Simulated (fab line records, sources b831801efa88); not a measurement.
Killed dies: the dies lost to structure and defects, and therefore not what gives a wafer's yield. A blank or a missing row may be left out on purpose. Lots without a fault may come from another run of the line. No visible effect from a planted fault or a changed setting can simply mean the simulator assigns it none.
Comparing a struck lot with a sound one + flow sky130 + 17 steps out of a route of 708
Sound: these wafers, L514.1, L514.2, L514.3. The struck wafers were L515.2, L515.3, L515.6. The cause is named last.
Each step with rows lists, per side, the tool, then ch with its chambers, then its first start. Under that, the readings that differ: sound wafers + struck wafers + difference of the means + sigmas: that difference in standard deviations of wafers without a fault.
alike: readings whose means differ by less than 2 such deviations, and words and numbers that are the same on both sides. not compared: withheld readings, readings that some wafer has no value for, bounds like >300 that may hide the same value, and numbers for which the record gives no deviation and whose values overlap.
A row with sigmas, a row that says differs or no value, or rows on one side alone: a step with any of these is where the two part. Numbers that don't overlap but have no deviation are shown without sigmas and don't part them. A reading that every wafer of one side lacks parts them only if that side has two wafers or more.

first, 1 step without rows for these wafers: SKY_VT_ADJUST_LVTN_IMPLANT_19.
SKY_VT_ADJUST_LVTN_STRIP_20: strips in O2/N2.
  sound on plasmaAsher-03 ch 0,1, day 9 17:15; struck on plasmaAsher-01 ch 0,1, day 9 23:09
  alike: drypumpMotorCurrentA, oesProductAu, stripTimeToEndpointS
  not compared: rfHoursCounterH
SKY_VT_ADJUST_LVTN_TW_MEAS_21:
  sound on filmMetro-04 at day 9 17:21; struck on filmMetro-01 at day 9 23:16
  alike: VT_ADJUST_LVTN_2_TW
then, 7 steps without rows for these wafers: SKY_VT_ADJUST_NCORE_DEHYDRATE_00 (time 60 s); SKY_VT_ADJUST_NCORE_HMDS_01 (prime time 60 s); SKY_VT_ADJUST_NCORE_COAT_02 (resist thk 1140 nm); SKY_VT_ADJUST_NCORE_SOFTBAKE_03 (time 60 s); SKY_VT_ADJUST_NCORE_EXPOSE_04 (exposes mask LVTN COMPLEMENT THIN, target cd 380 nm); SKY_VT_ADJUST_NCORE_PEB_05; SKY_VT_ADJUST_NCORE_DEVELOP_06 (develop time 60 s).
SKY_VT_ADJUST_NCORE_CD_MEAS_07: the cd target is 380 nm.
  sound on cdSem-01 at day 10 14:41; struck on cdSem-02 at day 10 19:34
  alike: cdNm
SKY_VT_ADJUST_NCORE_OVL_MEAS_08:
  sound on overlay-02 at day 10 14:49; struck on overlay-02 at day 10 19:40
  alike: VT_ADJUST_NCORE_OVL
SKY_VT_ADJUST_NCORE_IMPLANT_09:
  sound on implanter-01 ch 0, day 10 14:51; struck on implanter-01 ch 0, day 10 19:43
  alike: beamOnS
SKY_VT_ADJUST_NCORE_STRIP_10: strips in O2/N2.
  sound on plasmaAsher-04 ch 0,1, day 10 15:00; struck on plasmaAsher-01 ch 0,1, day 10 19:51
  alike: drypumpMotorCurrentA, oesProductAu, stripTimeToEndpointS
  not compared: rfHoursCounterH
SKY_VT_ADJUST_NCORE_TW_MEAS_11:
  sound on filmMetro-02 at day 10 15:06; struck on filmMetro-02 at day 10 19:58
| reading            | sound             | struck            | difference | sigmas |
|--------------------|-------------------|-------------------|------------|--------|
| VT_ADJUST_NCORE_TW | 219.8 219.0 218.5 | 209.1 208.9 209.2 | -10.0      | -7     |
then, 1 step without rows for these wafers: SKY_VT_ADJUST_HVTR_DEHYDRATE_00 (time 60 s).
-- record jumps: 37 days separate the struck wafers' starts on either side; left off in module VT_ADJUST_HVTR, taken up again in module PAD_OPEN, whose first shown step is the route's number 708 --
SKY_PAD_OPEN_PROBE_99:
  sound on prober-02 at day 47 11:58; struck on prober-02 at day 47 21:24
| reading                               | sound                         | struck                        | difference | sigmas |
|---------------------------------------|-------------------------------|-------------------------------|------------|--------|
| model.etest.nfet_16v.rOnOhmUm         | 1.422e+04 1.415e+04 1.438e+04 | 1.318e+04 1.329e+04 1.316e+04 | -1.040e+03 |        |
| model.etest.pfet_16v.rOnOhmUm         | 1.528e+04 1.521e+04 1.522e+04 | 1.563e+04 1.58e+04 1.541e+04  | +3.767e+02 |        |
| model.etest.pfetG5v0d10v5.rOnOhmUm    | 4828 4750 4848                | 4875 5002 4896                | +116       |        |
| model.etest.tipP.rsOhmSq              | 6893 6898 6944                | 7089 7124 7024                | +167       |        |
| model.etest.tipP.rsOhmSqRange         | 159.5 217.8 202.2             | 277.1 401.9 219.1             | +106.2     |        |
| model.etest.resPwellUnderGate.rsOhmSq | 2282 2260 2280                | 2352 2352 2339                | +74        |        |
| model.etest.nfetG5v0d10v5.rOnOhmUm    | 1905 1899 1919                | 1803 1819 1813                | -96        |        |
  alike: killed_at_M0_to_M3, killed_at_M4_up, killedAtContacts, killedAtFrontEnd, killedAtOther, killedDies, killedOpen, killedShort
  not compared: model.etest.pfet_01v8.rOnOhmUm

== WHERE THEY PART ==
Within this record, at SKY_VT_ADJUST_NCORE_TW_MEAS_11 only. Later steps at which nothing parts them and some readings are alike: SKY_PAD_OPEN_PROBE_99.

WHY: whatever the simulator had introduced
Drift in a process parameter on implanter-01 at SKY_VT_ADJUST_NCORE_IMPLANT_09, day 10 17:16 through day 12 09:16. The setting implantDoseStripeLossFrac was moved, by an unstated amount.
